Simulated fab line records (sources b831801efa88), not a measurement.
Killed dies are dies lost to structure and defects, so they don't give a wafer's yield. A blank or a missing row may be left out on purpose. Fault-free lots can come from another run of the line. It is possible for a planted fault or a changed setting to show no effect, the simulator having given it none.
Which of the tools did it? | flow gf180mcu | 39 wafers from 13 lots sampled at 2 of the route's 602 steps

== WHAT EACH GAUGE READ, for each wafer ==
GF_V5_RS_MEAS_24: uses a four-point probe to measure.
lot  | measured     | on            | V5_W_RS (ohm/sq)
L895 | day 27 15:05 | film-metro-04 | 0.325 0.320 0.322
L898 | day 28 15:14 | film-metro-02 | 0.330 0.329 0.329
L899 | day 28 22:47 | film-metro-04 | 0.327 0.324 0.328
L901 | day 29 15:11 | film-metro-01 | 0.322 0.318 0.326
L902 | day 29 22:38 | film-metro-02 | 0.326 0.328 0.324
L903 | day 30 00:44 | film-metro-04 | 0.328 0.324 0.328
L904 | day 30 09:50 | film-metro-02 | 0.326 0.323 0.326
L906 | day 30 19:20 | film-metro-02 | 0.329 0.326 0.331
L907 | day 31 00:38 | film-metro-01 | 0.328 0.323 0.328
L908 | day 31 10:32 | film-metro-02 | 0.328 0.326 0.328
L914 | day 32 21:07 | film-metro-01 | 0.329 0.331 0.329
L916 | day 33 09:06 | film-metro-01 | 0.329 0.324 0.325
L917 | day 33 13:33 | film-metro-04 | 0.329 0.326 0.329

== TOOL THAT RAN EACH LOT (tool first, then ch and the chambers of the sampled wafers, then the start) ==
lot  | GF_MVPSD_STRIP_10
L895 | plasma-asher-04 ch 0,1, day 5 09:04
L898 | plasma-asher-02 ch 0,1, day 6 02:11
L899 | plasma-asher-02 ch 0,1, day 6 07:19
L901 | plasma-asher-03 ch 0,1, day 6 19:20
L902 | plasma-asher-03 ch 0,1, day 7 01:10
L903 | plasma-asher-02 ch 0,1, day 7 05:41
L904 | plasma-asher-02 ch 0,1, day 7 12:46
L906 | plasma-asher-04 ch 0,1, day 8 02:23
L907 | plasma-asher-03 ch 0,1, day 8 07:32
L908 | plasma-asher-02 ch 0, day 8 12:46
L914 | plasma-asher-03 ch 0,1, day 9 23:22
L916 | plasma-asher-02 ch 0,1, day 10 13:08
L917 | plasma-asher-02 ch 0,1, day 10 19:04
- GF_MVPSD_STRIP_10: strips in O2/N2.

== AS READ BY THE TOOLS THEMSELVES (means over the sampled wafers that have a number; for cases with no such wafer, the mark the record gives instead) ==
GF_MVPSD_STRIP_10.
lot  | tool            | drypump-motor-current-A (A) | heater-power-w (W) | n2-flow-sccm (sccm) | oes-product-au (a.u.) | strip-time-to-endpoint-s (s)
L895 | plasma-asher-04 | 5.5                         | 309                | 299.2               | 0.719                 | 36.95
L898 | plasma-asher-02 | 5.8                         | 288                | 299.5               | 0.722                 | 37.02
L899 | plasma-asher-02 | 5.6                         | 285                | 299.9               | 0.722                 | 37.04
L901 | plasma-asher-03 | 5.8                         | 306                | 299.3               | 0.724                 | 37.03
L902 | plasma-asher-03 | 5.6                         | 311                | 300.2               | 0.723                 | 36.94
L903 | plasma-asher-02 | 5.8                         | 284                | 299.3               | 0.719                 | 36.95
L904 | plasma-asher-02 | 5.6                         | 287                | 299.8               | 0.721                 | 37.06
L906 | plasma-asher-04 | 5.4                         | 310                | 301.3               | 0.719                 | 37.15
L907 | plasma-asher-03 | 5.8                         | 305                | 299.7               | 0.720                 | 37.15
L908 | plasma-asher-02 | 5.3                         | 285                | 300.6               | 0.719                 | 37.10
L914 | plasma-asher-03 | 5.8                         | 304                | 300.2               | 0.723                 | 36.98
L916 | plasma-asher-02 | 5.6                         | 286                | 300.2               | 0.720                 | 37.06
L917 | plasma-asher-02 | 5.8                         | 290                | 301.0               | 0.720                 | 37.14

== THE ANSWER, worked out from the rows above alone ==
Rule: usual is defined by the lots themselves. Put in order of their means at a reading, lots are off if they are a third of the lots or fewer, leave a main group of 4 or more, and stand apart from it by a gap of 3 or more times the standard deviation of the main group's means; of several such gaps the widest counts. A main group whose means are all the same, to the digits that the tables above print for the reading, isn't used. Also off: a lot with no number at a reading for which 4 or more lots have one. Where the step has rows for the other lots, those lots are counted as sound. First the gauges in route order, then the tools' own readings, where a lot's mean is used as printed above. The first step at which some lot is off is used, and at that step the reading that is off furthest; a lot without a number counts as furthest.
No lot is off on any of the readings shown, so nothing can be concluded from this.

== WHAT THE SIMULATOR HAD INSERTED ==
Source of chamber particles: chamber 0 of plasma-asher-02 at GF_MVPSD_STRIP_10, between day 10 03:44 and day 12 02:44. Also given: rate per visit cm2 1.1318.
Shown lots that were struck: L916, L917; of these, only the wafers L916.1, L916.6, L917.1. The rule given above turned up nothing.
